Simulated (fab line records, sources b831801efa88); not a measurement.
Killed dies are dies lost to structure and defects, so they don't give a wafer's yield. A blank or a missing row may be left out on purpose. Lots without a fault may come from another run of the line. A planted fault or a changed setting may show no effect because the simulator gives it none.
One fault seen from 2 desks | flow sky130 | each desk has only its own numbers; what lay behind them comes last

THE METROLOGY DESK
What the gauges read, lot by lot, whatever tool the lot ran on: means of the sampled wafers that have a number. A lot is out of limits, marked OUT, if its mean lies more than 4 standard deviations from the usual mean; the brackets give that distance.
Columns: A = VT_ADJUST_HVTR_OVL at SKY_VT_ADJUST_HVTR_OVL_MEAS_08, usual -1.1 nm; B = LDD_LDN_TW at SKY_LDD_LDN_TW_MEAS_13, usual 1487; C = cd_nm at SKY_LOCAL_INTERCONNECT_CD_MEAS_11, usual 170.4 nm
lot  | first seen here | A    | B              | C
L125 | day 9 13:41     | -1.0 | 1489           | 171.6
L128 | day 10 10:12    | -0.3 | 1488           | 167.9
L129 | day 10 12:44    | -2.8 | 1489           | 170.7
L130 | day 11 00:23    | -0.0 | 1491           | 170.4
L131 | day 11 08:45    | -1.9 | 1487           | 170.0
L132 | day 11 14:08    | 1.7  | 1491           | 168.6
L136 | day 13 01:48    | -2.2 | 1493           | 168.2
L138 | day 13 13:38    | -0.5 | 1488           | 170.3
L143 | day 15 03:37    | -0.2 | 1494           | 171.0
L144 | day 15 18:07    | -0.3 | 1386 (-17) OUT | 172.4
L145 | day 15 23:42    | -2.9 | 1487           | 169.2
L146 | day 16 01:11    | -1.2 | 1374 (-19) OUT | 171.1
L147 | day 16 16:13    | -2.1 | 1483           | 168.8
This desk's finding: out of limits on L144, L146; first on L144, day 29 23:50 (LDD_LDN_TW at SKY_LDD_LDN_TW_MEAS_13). In limits: L125, L128, L129, L130, L131, L132, L136, L138, L143, L145, L147.

THE TOOL OWNER'S DESK: implanter-03
The tool's own readings at SKY_LDD_LDN_IMPLANT_10: means of the sampled wafers that have a number, for each lot that ran on this tool. A lot is out of limits, marked OUT, if its mean lies more than 4 standard deviations from the usual mean; the brackets give that distance.
Columns: A = beam_energy_keV at SKY_LDD_LDN_IMPLANT_10, usual 14.999; B = dose_ions_cm2 at SKY_LDD_LDN_IMPLANT_10, usual 1.2501e+13; C = faraday_current_uA at SKY_LDD_LDN_IMPLANT_10, usual 70.3
lot  | first seen here | A      | B                            | C
L125 | day 23 14:01    | 15.004 | 1.2504e+13                   | 70.9
L136 | day 27 15:08    | 15.000 | 1.2487e+13                   | 71.5
L138 | day 28 00:17    | 14.999 | 1.2499e+13                   | 70.7
L144 | day 29 23:26    | 14.997 | 1.2550e+12 (-99 or more) OUT | 7.1 (-45) OUT
L146 | day 30 11:36    | 15.006 | 1.2727e+12 (-99 or more) OUT | 6.8 (-45) OUT
This desk's finding: out of limits on L144, L146; first on L144, day 29 23:26 (dose_ions_cm2 at SKY_LDD_LDN_IMPLANT_10). In limits: L125, L136, L138.

PUT TOGETHER
The tool owner's desk could have raised an alarm at day 29 23:26, on L144, L146.
The metrology desk could have raised an alarm at day 29 23:50, on L144, L146.
Of the lots named, all ran SKY_LDD_LDN_IMPLANT_10 on implanter-03.

WHAT THE SIMULATOR HAD PUT IN
Process parameter drift: implanter-03, from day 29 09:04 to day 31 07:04, at SKY_LDD_LDN_IMPLANT_10. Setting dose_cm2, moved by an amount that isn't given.
Lots struck among those shown: L144, L146.
Hours from the fault's start to each desk's first reading out of limits: the tool owner's desk, 14; the metrology desk, 15.
